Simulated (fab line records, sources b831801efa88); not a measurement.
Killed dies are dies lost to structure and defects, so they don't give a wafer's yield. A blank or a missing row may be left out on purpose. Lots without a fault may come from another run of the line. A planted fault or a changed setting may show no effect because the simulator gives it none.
A struck lot beside a sound one | flow sky130 | 14 steps out of a route of 708
Sound: wafers L502.1, L502.2, L502.4. Struck: wafer L515.4. (L515.1 of the same lot was not struck and is left out.) The cause comes at the end.
At each step with rows: each side's tool, then ch and its chambers, then its first start. Under that, the readings that differ: sound wafers | struck wafers | difference of the means | sigmas: that difference in standard deviations of wafers without a fault.
alike: readings whose means differ by less than 2 such deviations, and words and numbers that are the same on both sides. not compared: withheld readings, readings that some wafer has no value for, bounds like >300 that may hide the same value, and numbers for which the record gives no deviation and whose values overlap.
The two part at a step that has a row with sigmas, a row that says differs or no value, or rows on one side only. Numbers that don't overlap but have no deviation are shown without sigmas and don't part them. A reading that every wafer of one side lacks parts them only if that side has two wafers or more.

first, 1 step without rows for these wafers: SKY_SD_N_IMPLANT_10.
SKY_SD_N_STRIP_11: strips in O2/N2.
  sound on plasma_asher-01 ch 0,1, day 28 01:17; struck on plasma_asher-03 ch 1, day 32 10:29
  alike: drypump_motor_current_A, oes_product_au, strip_time_to_endpoint_s
  not compared: rf_hours_counter_h
SKY_SD_N_TW_MEAS_12:
  sound on film_metro-01, day 28 01:23; struck on film_metro-01, day 32 10:35
  alike: SD_N_TW
then, 1 step without rows for these wafers: SKY_SD_N_CLEAN_13 (cleans in SC1/SC2, time 150 s).
SKY_SD_N_RTA_14: time 2 s.
  sound on rtp_anneal-01 ch 0, day 28 01:30; struck on rtp_anneal-02 ch 0, day 32 10:42
  alike: lamp_power_pct, wafer_temp_C_max
SKY_SD_N_RS_MEAS_16: measures by four-point-probe.
  sound on film_metro-04, day 28 01:41; struck on film_metro-04, day 32 10:53
  alike: SD_N_RS
SKY_SD_N_RS_MEAS_17: measures by four-point-probe.
  sound on film_metro-04, day 28 01:48; struck on film_metro-04, day 32 11:00
  reading          | sound             | struck | difference | sigmas
  SD_P_RS (ohm/sq) | 146.7 146.9 146.8 | 147.6  | +0.8       | +2
SKY_SD_N_RS_MEAS_18: measures by four-point-probe.
  sound on film_metro-04, day 28 01:55; struck on film_metro-04, day 32 11:07
  alike: RES_XHIGH_RS
then, 2 steps without rows for these wafers: SKY_SALICIDE_CLEAN_00 (cleans in HF-last, time 30 s); SKY_LI_CONTACT_HDPCVD_00 (deposits PSG, target thk 930 nm, time 155 s).
SKY_LI_CONTACT_THK_MEAS_01:
  sound on film_metro-03, day 28 02:10; struck on film_metro-01, day 32 11:22
  alike: LI_CONTACT_HDPCVD_THK
SKY_LI_CONTACT_CMP_02: polishes PSG.
  sound on cmp-01 ch 0,1,3, day 28 02:13; struck on cmp-01 ch 0, day 32 11:31
  reading                | sound          | struck | difference | sigmas
  time_to_endpoint_s (s) | 35.4 34.2 37.5 | 18.7   | -17.0      | -6
  alike: motor_current_A
SKY_LI_CONTACT_BOW_MEAS_03:
  sound on film_metro-03, day 28 02:31; struck on film_metro-03, day 32 11:46
  alike: LI_CONTACT_BOW
-- the record jumps here: 16 days lie between the struck wafers' starts before and after (it left off in module LI_CONTACT and takes up again in module PAD_OPEN, whose first step shown is number 708 of the route) --
SKY_PAD_OPEN_PROBE_99:
  sound on prober-02, day 45 21:54; struck on prober-02, day 48 22:49
  reading             | sound    | struck | difference | sigmas
  killed_at_front_end | 10 6 12  | 22     | +13        | +3
  killed_at_other     | 0 0 0    | 2      | +2         | +3
  killed_dies         | 90 72 78 | 100    | +20        | +2
  killed_short        | 36 27 32 | 51     | +19        | +3
  alike: killed_at_M0_to_M3, killed_at_M4_up, killed_at_contacts, killed_open

WHERE THEY PART
First at SKY_SD_N_RS_MEAS_17; last, within this record, at SKY_PAD_OPEN_PROBE_99.

WHY: what the simulator had put in
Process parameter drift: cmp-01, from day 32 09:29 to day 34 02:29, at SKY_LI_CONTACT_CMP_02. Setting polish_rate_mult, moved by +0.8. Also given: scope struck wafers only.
